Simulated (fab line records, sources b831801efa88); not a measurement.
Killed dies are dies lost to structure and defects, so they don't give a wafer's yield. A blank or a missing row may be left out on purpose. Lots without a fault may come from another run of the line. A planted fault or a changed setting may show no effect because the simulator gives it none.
Which tool did it? | flow sky130 | 13 lots, 39 wafers sampled, at 4 steps of a route of 708

WHAT THE GAUGES READ, wafer by wafer
SKY_VT_ADJUST_HVTR_CD_MEAS_07: target cd 380 nm.
lot  | measured     | on        | cd_nm (nm)
L572 | day 10 11:44 | cd_sem-02 | 378.7 383.7 380.4
L573 | day 10 12:02 | cd_sem-01 | 378.6 379.6 378.8
L574 | day 10 14:24 | cd_sem-01 | 375.9 376.4 378.2
L575 | day 10 19:11 | cd_sem-02 | 376.2 377.8 376.1
L576 | day 10 20:09 | cd_sem-02 | 378.7 378.6 375.5
L578 | day 11 15:49 | cd_sem-02 | 378.9 378.8 377.7
L580 | day 12 06:44 | cd_sem-02 | 378.2 376.7 377.3
L579 | day 12 07:47 | cd_sem-01 | 379.6 381.0 381.7
L581 | day 12 10:24 | cd_sem-02 | 385.0 384.9 384.1
L582 | day 12 21:12 | cd_sem-01 | 380.2 380.2 382.7
L584 | day 13 10:17 | cd_sem-02 | 383.0 382.2 382.9
L591 | day 15 16:05 | cd_sem-01 | 385.7 384.4 383.6
L592 | day 15 21:07 | cd_sem-01 | 385.1 385.5 385.5

SKY_VT_ADJUST_PCH_TW_MEAS_10.
lot  | measured     | on            | VT_ADJUST_PCH_TW
L572 | day 11 10:03 | film_metro-04 | 144.6 144.1 144.3
L573 | day 11 11:00 | film_metro-02 | 142.8 142.6 143.5
L574 | day 11 14:52 | film_metro-03 | 143.3 143.2 143.8
L575 | day 11 20:11 | film_metro-02 | 144.3 143.5 143.5
L576 | day 11 21:44 | film_metro-04 | 144.4 143.9 144.1
L578 | day 12 17:25 | film_metro-02 | 143.5 143.2 144.2
L580 | day 13 08:10 | film_metro-02 | 144.0 143.9 143.6
L579 | day 13 10:11 | film_metro-02 | 143.2 144.3 143.6
L581 | day 13 12:22 | film_metro-02 | 143.5 143.9 143.5
L582 | day 13 23:19 | film_metro-03 | 144.6 143.5 143.7
L584 | day 14 12:41 | film_metro-04 | 143.3 144.0 144.2
L591 | day 16 21:24 | film_metro-02 | 144.2 144.0 144.6
L592 | day 17 02:13 | film_metro-04 | 144.1 144.4 143.5

WHICH TOOL RAN EACH LOT (tool, then ch and the chambers of the sampled wafers, then the start)
lot  | SKY_VT_ADJUST_HVTP_STRIP_10          | SKY_VT_ADJUST_HVTR_DEVELOP_06
L572 | plasma_asher-02 ch 0,1, day 6 20:10  | litho_track-01 ch 0, day 10 11:35
L573 | plasma_asher-01 ch 0,1, day 6 21:12  | litho_track-01 ch 0, day 10 11:53
L574 | plasma_asher-01 ch 0,1, day 6 22:48  | litho_track-02 ch 0, day 10 14:15
L575 | plasma_asher-01 ch 0,1, day 7 04:37  | litho_track-03 ch 0, day 10 19:02
L576 | plasma_asher-02 ch 0,1, day 7 05:13  | litho_track-02 ch 0, day 10 20:00
L578 | plasma_asher-02 ch 0,1, day 7 21:45  | litho_track-02 ch 0, day 11 15:40
L580 | plasma_asher-01 ch 0,1, day 8 09:02  | litho_track-03 ch 0, day 12 06:35
L579 | plasma_asher-02 ch 0,1, day 8 10:03  | litho_track-01 ch 0, day 12 07:38
L581 | plasma_asher-02 ch 0, day 8 13:42    | litho_track-03 ch 0, day 12 10:15
L582 | plasma_asher-04 ch 1, day 8 20:40    | litho_track-03 ch 0, day 12 21:03
L584 | plasma_asher-02 ch 0,1, day 9 09:53  | litho_track-03 ch 0, day 13 10:09
L591 | plasma_asher-02 ch 0,1, day 11 07:47 | litho_track-01 ch 0, day 15 15:56
L592 | plasma_asher-01 ch 0, day 11 13:18   | litho_track-01 ch 0, day 15 20:58
- SKY_VT_ADJUST_HVTP_STRIP_10: strips in O2/N2.
- SKY_VT_ADJUST_HVTR_DEVELOP_06: develop time 60 s.

WHAT THE TOOLS THEMSELVES READ (means of the sampled wafers that have a number; where no wafer has one, the mark that the record gives instead)
SKY_VT_ADJUST_HVTP_STRIP_10.
lot  | tool            | drypump_motor_current_A (A) | oes_product_au (a.u.) | strip_time_to_endpoint_s (s)
L572 | plasma_asher-02 | 5.4                         | 0.717                 | 14.20
L573 | plasma_asher-01 | 6.4                         | 0.715                 | 14.20
L574 | plasma_asher-01 | 6.4                         | 0.721                 | 14.17
L575 | plasma_asher-01 | 6.5                         | 0.714                 | 14.21
L576 | plasma_asher-02 | 5.4                         | 0.722                 | 14.22
L578 | plasma_asher-02 | 5.4                         | 0.712                 | 14.19
L580 | plasma_asher-01 | 6.5                         | 0.712                 | 14.21
L579 | plasma_asher-02 | 5.4                         | 0.720                 | 14.16
L581 | plasma_asher-02 | 5.4                         | 0.713                 | 14.19
L582 | plasma_asher-04 | 5.6                         | 0.715                 | 14.23
L584 | plasma_asher-02 | 5.4                         | 0.717                 | 14.18
L591 | plasma_asher-02 | 5.4                         | 0.717                 | 14.15
L592 | plasma_asher-01 | 6.4                         | 0.715                 | 14.11

SKY_VT_ADJUST_HVTR_DEVELOP_06.
lot  | tool           | chill_plate_temp_C (C) | developer_temp_C (C)
L572 | litho_track-01 | 23.04                  | 23.05
L573 | litho_track-01 | 22.93                  | 22.98
L574 | litho_track-02 | 23.01                  | 22.93
L575 | litho_track-03 | 22.92                  | 22.93
L576 | litho_track-02 | 23.01                  | 22.97
L578 | litho_track-02 | 22.98                  | 22.95
L580 | litho_track-03 | 23.00                  | 23.00
L579 | litho_track-01 | 22.91                  | 22.85
L581 | litho_track-03 | 22.93                  | 22.96
L582 | litho_track-03 | 23.07                  | 22.94
L584 | litho_track-03 | 23.10                  | 23.10
L591 | litho_track-01 | 23.10                  | 22.03
L592 | litho_track-01 | 22.92                  | 22.08

THE ANSWER, worked out from the rows above alone
Rule: what is usual is taken from the lots themselves. Put in order of their means at a reading, lots are off if they are a third of the lots or fewer, leave a main group of 4 or more, and stand apart from it by a gap of 3 or more times the standard deviation of the main group's means; of several such gaps the widest counts. A main group whose means are all the same, to the digits that the tables above print for the reading, isn't used. A lot without any number at a reading at which 4 lots or more have one is off too. The other lots that the step has rows for count as sound. The gauges are gone through in route order, then the tools' own readings, and for those a lot's mean is taken as printed above. The first step at which some lot is off is used, and at that step the reading that is off furthest; a lot without a number counts as furthest.
Off: L591, L592, at SKY_VT_ADJUST_HVTR_DEVELOP_06 (developer_temp_C). The main group: mean 22.97 C, standard deviation 0.063.
A tool fits if, at that step or a process step before it, it ran every lot that is off, and no sound lot after the first of them. One fits: litho_track-01 at SKY_VT_ADJUST_HVTR_DEVELOP_06. Its last sound lot is L579 (day 12 07:38), its first lot that is off L591 (day 15 15:56): a fault that began between those two fits.
The tool's own readings at SKY_VT_ADJUST_HVTR_DEVELOP_06 bear it out: on the lots that are off they differ by more than 5 times the standard deviation of the sound lots' means. developer_temp_C reads 22.05 C there against 22.97 C on the sound lots.

WHAT THE SIMULATOR HAD PUT IN
Process parameter drift: litho_track-01, from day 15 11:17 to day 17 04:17, at SKY_VT_ADJUST_HVTR_DEVELOP_06. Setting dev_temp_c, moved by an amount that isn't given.
Lots struck among those shown: L591, L592. The rule above found the same.
